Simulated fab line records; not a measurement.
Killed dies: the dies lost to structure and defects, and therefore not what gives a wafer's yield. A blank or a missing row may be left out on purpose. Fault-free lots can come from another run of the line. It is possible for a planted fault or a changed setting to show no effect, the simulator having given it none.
Which of the tools did it? :: flow sky130 :: 14 lots, 42 wafers sampled, at 4 steps of a route of 708

## WHAT THE GAUGES READ, wafer by wafer
The record holds no reading of a measuring or inspecting step that can be judged against a usual standard deviation.

## WHAT TOOL EACH LOT RAN ON (gives the tool, then ch and the chambers of the sampled wafers, and finally the start)
lot: L411
SKY_LOCAL_INTERCONNECT_ETCH_13: rie_metal-01 ch 0,1, day 29 21:52
SKY_CONTACT_PEB_12: litho_track-02 ch 0, day 31 01:00
SKY_CONTACT_ETCH_17: rie_diel-03 ch 0,2, day 31 02:22
SKY_CONTACT_ETCH_18: rie_diel-03 ch 0,2, no start

lot: L412
SKY_LOCAL_INTERCONNECT_ETCH_13: rie_metal-02 ch 0,1, day 29 23:44
SKY_CONTACT_PEB_12: litho_track-02 ch 0, day 31 04:00
SKY_CONTACT_ETCH_17: rie_diel-01 ch 1,2,3, day 31 05:10
SKY_CONTACT_ETCH_18: rie_diel-01 ch 1,2,3, no start

lot: L413
SKY_LOCAL_INTERCONNECT_ETCH_13: rie_metal-03 ch 0,1, day 30 14:13
SKY_CONTACT_PEB_12: litho_track-04 ch 0, day 31 17:00
SKY_CONTACT_ETCH_17: rie_diel-03 ch 0,1,3, day 31 18:31
SKY_CONTACT_ETCH_18: rie_diel-03 ch 0,1,3, no start

lot: L414
SKY_LOCAL_INTERCONNECT_ETCH_13: rie_metal-01 ch 0,1, day 30 20:55
SKY_CONTACT_PEB_12: litho_track-04 ch 0, day 32 01:00
SKY_CONTACT_ETCH_17: rie_diel-02 ch 1,2,3, day 32 01:49
SKY_CONTACT_ETCH_18: rie_diel-02 ch 1,2,3, no start

lot: L415
SKY_LOCAL_INTERCONNECT_ETCH_13: rie_metal-01 ch 0,1, day 31 04:04
SKY_CONTACT_PEB_12: litho_track-04 ch 0, day 32 08:00
SKY_CONTACT_ETCH_17: rie_diel-02 ch 0,1,2, day 32 08:43
SKY_CONTACT_ETCH_18: rie_diel-02 ch 0,1,2, no start

lot: L417
SKY_LOCAL_INTERCONNECT_ETCH_13: rie_metal-03 ch 0,1, day 32 06:43
SKY_CONTACT_PEB_12: litho_track-02 ch 0, day 33 10:00
SKY_CONTACT_ETCH_17: rie_diel-02 ch 1,2, day 33 11:29
SKY_CONTACT_ETCH_18: rie_diel-02 ch 1,2, no start

lot: L420
SKY_LOCAL_INTERCONNECT_ETCH_13: rie_metal-02 ch 1, day 33 00:37
SKY_CONTACT_PEB_12: litho_track-03, day 34 04:00
SKY_CONTACT_ETCH_17: rie_diel-02 ch 0,1,3, day 34 04:58
SKY_CONTACT_ETCH_18: rie_diel-02 ch 0,1,3, no start

lot: L421
SKY_LOCAL_INTERCONNECT_ETCH_13: rie_metal-03 ch 1, day 33 15:59
SKY_CONTACT_PEB_12: litho_track-04, day 34 19:00
SKY_CONTACT_ETCH_17: rie_diel-01 ch 1,3, day 34 20:01
SKY_CONTACT_ETCH_18: rie_diel-01 ch 1,3, no start

lot: L426
SKY_LOCAL_INTERCONNECT_ETCH_13: rie_metal-01 ch 1, day 35 01:40
SKY_CONTACT_PEB_12: litho_track-03 ch 0, day 36 05:00
SKY_CONTACT_ETCH_17: rie_diel-01 ch 0,3, day 36 05:43
SKY_CONTACT_ETCH_18: rie_diel-01 ch 0,3, no start

lot: L427
SKY_LOCAL_INTERCONNECT_ETCH_13: rie_metal-03 ch 0,1, day 35 08:43
SKY_CONTACT_PEB_12: litho_track-03 ch 0, day 36 12:00
SKY_CONTACT_ETCH_17: rie_diel-02 ch 1,2, day 36 12:55
SKY_CONTACT_ETCH_18: rie_diel-02 ch 1,2, no start

lot: L428
SKY_LOCAL_INTERCONNECT_ETCH_13: rie_metal-02 ch 0,1, day 35 14:19
SKY_CONTACT_PEB_12: litho_track-02 ch 0, day 36 18:00
SKY_CONTACT_ETCH_17: rie_diel-01 ch 1,2,3, day 36 18:47
SKY_CONTACT_ETCH_18: rie_diel-01 ch 1,2,3, no start

lot: L430
SKY_LOCAL_INTERCONNECT_ETCH_13: rie_metal-02 ch 0,1, day 37 23:49
SKY_CONTACT_PEB_12: litho_track-04 ch 0, day 39 02:00
SKY_CONTACT_ETCH_17: rie_diel-01 ch 0,1, day 39 03:28
SKY_CONTACT_ETCH_18: rie_diel-01 ch 0,1, no start

lot: L433
SKY_LOCAL_INTERCONNECT_ETCH_13: rie_metal-01 ch 0,1, day 38 05:16
SKY_CONTACT_PEB_12: litho_track-03 ch 0, day 39 06:00
SKY_CONTACT_ETCH_17: rie_diel-02 ch 0,1,3, day 39 07:22
SKY_CONTACT_ETCH_18: rie_diel-02 ch 0,1,3, no start

lot: L432
SKY_LOCAL_INTERCONNECT_ETCH_13: rie_metal-01 ch 0,1, day 38 07:26
SKY_CONTACT_PEB_12: litho_track-04 ch 0, day 39 09:00
SKY_CONTACT_ETCH_17: rie_diel-02 ch 0,3, day 39 09:40
SKY_CONTACT_ETCH_18: rie_diel-02 ch 0,3, no start
- SKY_LOCAL_INTERCONNECT_ETCH_13: etches BARC in N2/H2, stops on SiO2, time 45.9 s, target depth 60 nm.
- SKY_CONTACT_PEB_12
- SKY_CONTACT_ETCH_17: etches SiO2 in C4F8/O2/Ar, stops on Si3N4, target depth 340 nm.
- SKY_CONTACT_ETCH_18: etches Si3N4 in CHF3/O2, stops on TiN, time 39 s, target depth 75 nm.

## AS READ BY THE TOOLS THEMSELVES (means over the sampled wafers that have a number; for cases with no such wafer, the mark the record gives instead)
SKY_LOCAL_INTERCONNECT_ETCH_13. Usual: drypump_motor_current_A 5.9 A, standard deviation 0.45; oes_product_au 0.855 a.u., standard deviation 0.0046; rf_fwd_power_W 494.4 W, standard deviation 2.1; throttle_valve_pct 13.225 %, standard deviation 0.0094.
lot: L411
tool: rie_metal-01
drypump_motor_current_A (A): 5.9
oes_product_au (a.u.): 0.855
rf_fwd_power_W (W): 495.2
throttle_valve_pct (%): 13.231
flag: 

lot: L412
tool: rie_metal-02
drypump_motor_current_A (A): 6.3
oes_product_au (a.u.): 0.852
rf_fwd_power_W (W): 494.9
throttle_valve_pct (%): 13.225
flag: 

lot: L413
tool: rie_metal-03
drypump_motor_current_A (A): 5.8
oes_product_au (a.u.): 0.856
rf_fwd_power_W (W): 493.3
throttle_valve_pct (%): 13.223
flag: 

lot: L414
tool: rie_metal-01
drypump_motor_current_A (A): 5.9
oes_product_au (a.u.): 0.855
rf_fwd_power_W (W): 494.2
throttle_valve_pct (%): 13.222
flag: 

lot: L415
tool: rie_metal-01
drypump_motor_current_A (A): 5.9
oes_product_au (a.u.): 0.860
rf_fwd_power_W (W): 494.8
throttle_valve_pct (%): 13.232
flag: 

lot: L417
tool: rie_metal-03
drypump_motor_current_A (A): 5.5
oes_product_au (a.u.): 0.856
rf_fwd_power_W (W): 493.8
throttle_valve_pct (%): 13.231
flag: 

lot: L420
tool: rie_metal-02
drypump_motor_current_A (A): 5.8
oes_product_au (a.u.): 0.856
rf_fwd_power_W (W): 493.7
throttle_valve_pct (%): 13.220
flag: 

lot: L421
tool: rie_metal-03
drypump_motor_current_A (A): 6.2
oes_product_au (a.u.): 0.856
rf_fwd_power_W (W): 494.8
throttle_valve_pct (%): 13.233
flag: 

lot: L426
tool: rie_metal-01
drypump_motor_current_A (A): 5.5
oes_product_au (a.u.): 0.856
rf_fwd_power_W (W): 493.1
throttle_valve_pct (%): 13.226
flag: 

lot: L427
tool: rie_metal-03
drypump_motor_current_A (A): 5.8
oes_product_au (a.u.): 0.856
rf_fwd_power_W (W): 493.8
throttle_valve_pct (%): 13.218
flag: 

lot: L428
tool: rie_metal-02
drypump_motor_current_A (A): 6.0
oes_product_au (a.u.): 0.852
rf_fwd_power_W (W): 494.2
throttle_valve_pct (%): 13.218
flag: 

lot: L430
tool: rie_metal-02
drypump_motor_current_A (A): 6.0
oes_product_au (a.u.): 0.857
rf_fwd_power_W (W): 495.5
throttle_valve_pct (%): 13.224
flag: 

lot: L433
tool: rie_metal-01
drypump_motor_current_A (A): 5.9
oes_product_au (a.u.): 0.857
rf_fwd_power_W (W): 495.7
throttle_valve_pct (%): 13.243
flag: 

lot: L432
tool: rie_metal-01
drypump_motor_current_A (A): 5.9
oes_product_au (a.u.): 0.849
rf_fwd_power_W (W): 493.8
throttle_valve_pct (%): 13.223
flag: 

SKY_CONTACT_PEB_12. Usual: 45.3 Pa for exhaust_pa, sd 0.87.
lot: L411
tool: litho_track-02
exhaust_pa (Pa): 45.9
flag: 

lot: L412
tool: litho_track-02
exhaust_pa (Pa): 44.7
flag: 

lot: L413
tool: litho_track-04
exhaust_pa (Pa): 46.3
flag: 

lot: L414
tool: litho_track-04
exhaust_pa (Pa): 46.5
flag: 

lot: L415
tool: litho_track-04
exhaust_pa (Pa): 45.4
flag: 

lot: L417
tool: litho_track-02
exhaust_pa (Pa): 45.1
flag: 

lot: L420
tool: litho_track-03
exhaust_pa (Pa): -
flag: OFF

lot: L421
tool: litho_track-04
exhaust_pa (Pa): -
flag: OFF

lot: L426
tool: litho_track-03
exhaust_pa (Pa): 45.1
flag: 

lot: L427
tool: litho_track-03
exhaust_pa (Pa): 44.9
flag: 

lot: L428
tool: litho_track-02
exhaust_pa (Pa): 46.1
flag: 

lot: L430
tool: litho_track-04
exhaust_pa (Pa): 45.1
flag: 

lot: L433
tool: litho_track-03
exhaust_pa (Pa): 44.7
flag: 

lot: L432
tool: litho_track-04
exhaust_pa (Pa): 44.9
flag: 

SKY_CONTACT_ETCH_17. Usual: oes_product_au 0.892 a.u., standard deviation 0.0051; rf_fwd_power_W 1488 W, standard deviation 5.8.
lot: L411
tool: rie_diel-03
oes_product_au (a.u.): 0.891
rf_fwd_power_W (W): 1483
flag: 

lot: L412
tool: rie_diel-01
oes_product_au (a.u.): 0.891
rf_fwd_power_W (W): 1492
flag: 

lot: L413
tool: rie_diel-03
oes_product_au (a.u.): 0.894
rf_fwd_power_W (W): 1482
flag: 

lot: L414
tool: rie_diel-02
oes_product_au (a.u.): 0.893
rf_fwd_power_W (W): 1491
flag: 

lot: L415
tool: rie_diel-02
oes_product_au (a.u.): 0.898
rf_fwd_power_W (W): 1491
flag: 

lot: L417
tool: rie_diel-02
oes_product_au (a.u.): 0.891
rf_fwd_power_W (W): 1487
flag: 

lot: L420
tool: rie_diel-02
oes_product_au (a.u.): 0.896
rf_fwd_power_W (W): 1492
flag: 

lot: L421
tool: rie_diel-01
oes_product_au (a.u.): 0.889
rf_fwd_power_W (W): 1484
flag: 

lot: L426
tool: rie_diel-01
oes_product_au (a.u.): 0.887
rf_fwd_power_W (W): 1491
flag: 

lot: L427
tool: rie_diel-02
oes_product_au (a.u.): 0.887
rf_fwd_power_W (W): 1489
flag: 

lot: L428
tool: rie_diel-01
oes_product_au (a.u.): 0.889
rf_fwd_power_W (W): 1488
flag: 

lot: L430
tool: rie_diel-01
oes_product_au (a.u.): 0.888
rf_fwd_power_W (W): 1485
flag: 

lot: L433
tool: rie_diel-02
oes_product_au (a.u.): 0.892
rf_fwd_power_W (W): 1491
flag: 

lot: L432
tool: rie_diel-02
oes_product_au (a.u.): 0.888
rf_fwd_power_W (W): 1493
flag: 

SKY_CONTACT_ETCH_18. Usual: drypump_motor_current_A 5.6 A, standard deviation 0.38; oes_product_au 0.855 a.u., standard deviation 0.0081; rf_fwd_power_W 593.4 W, standard deviation 2.6; throttle_valve_pct 8.794 %, standard deviation 0.01.
lot: L411
tool: rie_diel-03
drypump_motor_current_A (A): 5.8
oes_product_au (a.u.): 0.861
rf_fwd_power_W (W): 593.2
throttle_valve_pct (%): 8.797
flag: 

lot: L412
tool: rie_diel-01
drypump_motor_current_A (A): 6.0
oes_product_au (a.u.): 0.857
rf_fwd_power_W (W): 593.0
throttle_valve_pct (%): 8.789
flag: 

lot: L413
tool: rie_diel-03
drypump_motor_current_A (A): 5.6
oes_product_au (a.u.): 0.851
rf_fwd_power_W (W): 592.9
throttle_valve_pct (%): 8.798
flag: 

lot: L414
tool: rie_diel-02
drypump_motor_current_A (A): 5.5
oes_product_au (a.u.): 0.853
rf_fwd_power_W (W): 594.5
throttle_valve_pct (%): 8.793
flag: 

lot: L415
tool: rie_diel-02
drypump_motor_current_A (A): 5.4
oes_product_au (a.u.): 0.859
rf_fwd_power_W (W): 592.2
throttle_valve_pct (%): 8.793
flag: 

lot: L417
tool: rie_diel-02
drypump_motor_current_A (A): 5.4
oes_product_au (a.u.): 0.856
rf_fwd_power_W (W): 593.0
throttle_valve_pct (%): 8.797
flag: 

lot: L420
tool: rie_diel-02
drypump_motor_current_A (A): 5.6
oes_product_au (a.u.): 0.847
rf_fwd_power_W (W): 591.1
throttle_valve_pct (%): 8.792
flag: 

lot: L421
tool: rie_diel-01
drypump_motor_current_A (A): 5.8
oes_product_au (a.u.): 0.854
rf_fwd_power_W (W): 594.9
throttle_valve_pct (%): 8.798
flag: 

lot: L426
tool: rie_diel-01
drypump_motor_current_A (A): 5.4
oes_product_au (a.u.): 0.850
rf_fwd_power_W (W): 594.1
throttle_valve_pct (%): 8.801
flag: 

lot: L427
tool: rie_diel-02
drypump_motor_current_A (A): 5.4
oes_product_au (a.u.): 0.852
rf_fwd_power_W (W): 590.2
throttle_valve_pct (%): 8.789
flag: 

lot: L428
tool: rie_diel-01
drypump_motor_current_A (A): 6.0
oes_product_au (a.u.): 0.852
rf_fwd_power_W (W): 594.6
throttle_valve_pct (%): 8.797
flag: 

lot: L430
tool: rie_diel-01
drypump_motor_current_A (A): 5.6
oes_product_au (a.u.): 0.854
rf_fwd_power_W (W): 592.6
throttle_valve_pct (%): 8.797
flag: 

lot: L433
tool: rie_diel-02
drypump_motor_current_A (A): 5.6
oes_product_au (a.u.): 0.859
rf_fwd_power_W (W): 596.0
throttle_valve_pct (%): 8.793
flag: 

lot: L432
tool: rie_diel-02
drypump_motor_current_A (A): 5.7
oes_product_au (a.u.): 0.847
rf_fwd_power_W (W): 594.7
throttle_valve_pct (%): 8.785
flag: 

## THE ANSWER, worked out from the rows above alone
Rule: lot off if the mean of its wafers having a number is beyond 3 standard deviations from the usual mean. Also off: a lot with no number at a reading for which 4 or more lots have one. The other lots that the step has rows for count as sound. Order of review: gauges by route order, followed by the tools' own readings, for which a lot's mean as printed above is used. The first step at which some lot is off is used, and at that step the reading that is off furthest; a lot without a number counts as furthest.
Off: L420, L421 (SKY_CONTACT_PEB_12, exhaust_pa). Without a number there: L420, L421.
A tool fits if, at that step or a process step before it, it ran every lot that is off, and no sound lot after the first of them. No candidate that was tried fits.

## WHAT HAD BEEN PUT IN BY THE SIMULATOR
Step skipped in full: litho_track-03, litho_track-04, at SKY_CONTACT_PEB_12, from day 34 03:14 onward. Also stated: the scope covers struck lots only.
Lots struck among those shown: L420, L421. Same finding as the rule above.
